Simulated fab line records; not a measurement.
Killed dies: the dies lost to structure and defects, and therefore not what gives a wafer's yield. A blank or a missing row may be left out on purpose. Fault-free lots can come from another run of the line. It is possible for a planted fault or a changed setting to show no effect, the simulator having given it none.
Which tool is to blame?	flow gf180mcu	24 lots, 72 wafers sampled, at 3 steps of a route of 602

WHAT THE GAUGES READ, wafer by wafer
GF_V1_CD_MEAS_14 targets a cd of 260 nm. Usual: 260.1 nm for cd-nm, sd 1.
lot	measured	on	cd-nm (nm)	flag
L074	day 17 17:07	cd-sem-02	259.9 259.2 259.6	
L075	day 19 03:09	cd-sem-02	261.3 260.4 259.8	
L076	day 19 10:35	cd-sem-02	260.1 260.6 259.6	
L077	day 19 14:04	cd-sem-01	260.1 259.3 258.1	
L078	day 19 20:41	cd-sem-01	259.0 259.1 257.5	
L079	day 20 04:34	cd-sem-01	260.4 260.5 260.7	
L080	day 20 11:30	cd-sem-02	259.1 260.0 260.7	
L081	day 21 00:12	cd-sem-01	259.8 260.1 261.0	
L083	day 21 18:57	cd-sem-01	260.1 260.8 261.0	
L082	day 21 21:01	cd-sem-01	260.6 260.3 260.8	
L084	day 21 23:24	cd-sem-02	261.0 262.2 261.7	
L085	day 22 09:46	cd-sem-02	260.5 260.9 259.8	
L086	day 22 13:07	cd-sem-02	260.2 260.6 260.6	
L087	day 23 06:38	cd-sem-02	260.0 260.3 258.7	
L088	day 23 12:21	cd-sem-02	261.2 261.5 261.5	
L089	day 23 19:44	cd-sem-01	259.9 260.2 258.4	
L090	day 23 22:35	cd-sem-01	260.7 261.7 260.6	
L091	day 24 13:04	cd-sem-01	259.3 260.7 259.7	
L092	day 25 03:25	cd-sem-01	258.2 258.3 259.3	
L093	day 25 08:50	cd-sem-01	260.3 260.4 260.6	
L094	day 25 13:35	cd-sem-01	257.5 257.8 259.4	
L095	day 25 18:32	cd-sem-01	260.4 261.3 261.7	
L096	day 25 21:16	cd-sem-02	260.1 259.8 260.1	
L097	day 26 01:40	cd-sem-02	260.1 260.4 261.9	

GF_V1_OVL_MEAS_15. Usual: V1_OVL gives -2 nm (standard deviation 5.4).
lot	measured	on	V1_OVL (nm)	flag
L074	day 17 17:12	overlay-01	7 4 -1	
L075	day 19 03:16	overlay-01	6 0 -6	
L076	day 19 10:43	overlay-01	-7 -4 -9	
L077	day 19 14:10	overlay-02	-4 -3 -11	
L078	day 19 20:49	overlay-01	1 1 3	
L079	day 20 04:41	overlay-02	0 -2 2	
L080	day 20 11:37	overlay-02	-6 4 -5	
L081	day 21 00:17	overlay-02	-1 -2 -2	
L083	day 21 19:04	overlay-02	5 4 4	
L082	day 21 21:07	overlay-02	-11 -8 -12	
L084	day 21 23:29	overlay-02	-7 -6 -6	
L085	day 22 09:53	overlay-02	-6 -8 -2	
L086	day 22 13:14	overlay-02	-8 -7 -14	
L087	day 23 06:46	overlay-02	-9 -5 -9	
L088	day 23 12:28	overlay-02	-5 -3 -7	
L089	day 23 19:49	overlay-02	6 5 3	
L090	day 23 22:44	overlay-02	4 3 -1	
L091	day 24 13:11	overlay-02	5 -3 1	
L092	day 25 03:31	overlay-02	-10 -14 -7	
L093	day 25 08:55	overlay-02	-3 -5 1	
L094	day 25 13:40	overlay-02	3 6 8	
L095	day 25 18:40	overlay-02	-2 -5 -3	
L096	day 25 21:23	overlay-02	-1 -1 -4	
L097	day 26 01:46	overlay-02	-8 -10 -9	

WHICH TOOL RAN EACH LOT (tool, then ch and the chambers of the sampled wafers, then the start)
lot	GF_M1_SPUTTER_01
L074	pvd-sputter-04, day 15 18:31
L075	pvd-sputter-01, day 17 01:54
L076	pvd-sputter-01, day 17 09:43
L077	pvd-sputter-03, day 17 11:44
L078	pvd-sputter-04, day 17 18:59
L079	pvd-sputter-03, day 18 02:32
L080	pvd-sputter-03, day 18 09:40
L081	pvd-sputter-01, day 18 22:31
L083	pvd-sputter-04, day 19 17:04
L082	pvd-sputter-01, day 19 19:16
L084	pvd-sputter-01, day 19 20:58
L085	pvd-sputter-01, day 20 08:27
L086	pvd-sputter-04, day 20 12:43
L087	pvd-sputter-01, day 21 07:17
L088	pvd-sputter-01, day 21 12:38
L089	pvd-sputter-04, day 21 21:25
L090	pvd-sputter-01, day 21 23:42
L091	pvd-sputter-04, day 22 14:58
L092	pvd-sputter-04, day 23 05:13
L093	pvd-sputter-01, day 23 10:31
L094	pvd-sputter-04, day 23 15:48
L095	pvd-sputter-03, day 23 21:01
L096	pvd-sputter-04, day 24 00:33
L097	pvd-sputter-01, day 24 04:46
- GF_M1_SPUTTER_01: material TiN, target thk 30 nm, time 25 s.

AS READ BY THE TOOLS THEMSELVES (means over the sampled wafers that have a number; for cases with no such wafer, the mark the record gives instead)
GF_M1_SPUTTER_01. Usual: chamber-pressure-pa 0.4002 Pa, standard deviation 0.00082; throttle-valve-pct 30.1 %, standard deviation 0.59.
lot	tool	chamber-pressure-pa (Pa)	throttle-valve-pct (%)	flag
L074	pvd-sputter-04	0.3998	30.6	
L075	pvd-sputter-01	0.3999	30.2	
L076	pvd-sputter-01	0.4012	30.3	
L077	pvd-sputter-03	0.3997	29.7	
L078	pvd-sputter-04	0.3999	29.8	
L079	pvd-sputter-03	0.3991	30.1	
L080	pvd-sputter-03	0.4003	28.9	
L081	pvd-sputter-01	0.4005	30.3	
L083	pvd-sputter-04	0.3998	30.0	
L082	pvd-sputter-01	0.4002	30.3	
L084	pvd-sputter-01	0.4004	30.4	
L085	pvd-sputter-01	0.3999	30.1	
L086	pvd-sputter-04	0.4008	30.3	
L087	pvd-sputter-01	0.4004	30.4	
L088	pvd-sputter-01	0.3997	30.4	
L089	pvd-sputter-04	0.4003	30.1	
L090	pvd-sputter-01	0.4006	30.4	
L091	pvd-sputter-04	0.3995	29.8	
L092	pvd-sputter-04	0.4004	30.0	
L093	pvd-sputter-01	0.3997	30.3	
L094	pvd-sputter-04	0.4000	29.7	
L095	pvd-sputter-03	0.3999	30.3	
L096	pvd-sputter-04	0.3993	30.3	
L097	pvd-sputter-01	0.3996	30.2	

THE ANSWER, worked out from the rows above alone
Rule: a lot is off if the mean of its wafers that have a number lies more than 3 standard deviations from the usual mean. Also off: a lot with no number at a reading for which 4 or more lots have one. The other lots that the step has rows for count as sound. Order of review: gauges by route order, followed by the tools' own readings, for which a lot's mean as printed above is used. At the first step where some lot is off, the reading lying furthest off is the one used; lots without a number count as furthest.
No lot is off on any of the readings shown, so nothing can be concluded from this.

WHAT THE SIMULATOR PUT IN
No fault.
